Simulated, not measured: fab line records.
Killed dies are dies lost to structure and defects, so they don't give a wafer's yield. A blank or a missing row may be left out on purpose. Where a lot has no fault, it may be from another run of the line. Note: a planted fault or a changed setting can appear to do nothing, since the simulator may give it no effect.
Comparing a struck lot with a sound one -- flow gf180mcu -- 14 out of 602 route steps
Sound: wafers L405.1, L405.3, L405.6. Struck: wafers L417.2, L417.4, L417.5. The cause is named last.
Per side, at each step with rows, come the tool, then ch with its chambers, and then its first start. Under that, the readings that differ: sound wafers -- struck wafers -- difference of the means -- sigmas: that difference in standard deviations of wafers without a fault.
alike: readings with means less than 2 such deviations apart, plus words and numbers identical on both sides. not compared: withheld readings, readings lacking a value on some wafer, bounds such as >300 that could conceal the same value, and numbers that have no deviation in the record and whose values overlap.
A row with sigmas, a row that says differs or no value, or rows on one side alone: a step with any of these is where the two part. Numbers that don't overlap but have no deviation are shown without sigmas and don't part them. A reading missing from all wafers of one side parts the sides only when that side holds two or more wafers.

first, 5 steps without rows for these wafers: GF_V5_COAT_09 (resist thk 1000 nm); GF_V5_SOFTBAKE_10 (time 60 s); GF_V5_EXPOSE_11 (exposes mask Via5, target cd 260 nm); GF_V5_PEB_12 (peb time 90 s); GF_V5_DEVELOP_13 (develop time 60 s).
GF_V5_CD_MEAS_14: target cd 260 nm.
  sound on cd-sem-02, day 29 02:50; struck on cd-sem-02, day 32 15:42
reading,sound,struck,difference,sigmas
cd-nm (nm),256.3 258.0 257.4,261.0 261.5 261.6,+4.1,+3
GF_V5_OVL_MEAS_15:
  sound on overlay-01, day 29 02:57; struck on overlay-01, day 32 15:49
  alike: V5_OVL
GF_V5_ETCH_16: etches BARC in N2/H2.
  sound on rie-diel-03 ch 0,3, day 29 02:59; struck on rie-diel-01 ch 2,3, day 32 15:50
  alike: drypump-motor-current-A, oes-product-au, throttle-valve-pct
GF_V5_ETCH_17: etches SiO2 in C4F8/O2/Ar, stops on TiN, target depth 855 nm.
  sound on rie-diel-03 ch 0,3; struck on rie-diel-01 ch 2,3
  alike: oes-product-au
GF_V5_STRIP_18: strips in O2/N2.
  sound on plasma-asher-04 ch 0,1, day 29 03:08; struck on plasma-asher-01 ch 0,1, day 32 15:59
  alike: drypump-motor-current-A, heater-power-w, oes-product-au
  not compared: rf-hours-counter-h
then, 2 steps without rows for these wafers: GF_V5_STRIP_19 (strips in post etch residue remover, time 1200 s); GF_V5_CLEAN_20 (cleans in DIW).
GF_V5_SPUTTER_21: material Ti, target thk 15 nm, time 80.02 s.
  sound on pvd-sputter-01, day 29 03:40; struck on pvd-sputter-02, day 32 16:33
  no value came back on the struck wafers for cathode-dc-power-W (W), chamber-pressure-pa (Pa), throttle-valve-pct (%); on the sound wafers cathode-dc-power-W (W) reads 2501.1 2499.6 2500.1
GF_V5_SPUTTER_22: material TiN, target thk 10 nm, time 40 s.
  sound on pvd-sputter-01, day 29 03:44; struck on pvd-sputter-02, day 32 16:37
  alike: cathode-dc-power-W, chamber-pressure-pa, throttle-valve-pct

## WHERE THEY PART
First at GF_V5_CD_MEAS_14; last, within this record, at GF_V5_SPUTTER_21. Later steps at which nothing parts them and some readings are alike: GF_V5_SPUTTER_22.

WHY: what had been put in by the simulator
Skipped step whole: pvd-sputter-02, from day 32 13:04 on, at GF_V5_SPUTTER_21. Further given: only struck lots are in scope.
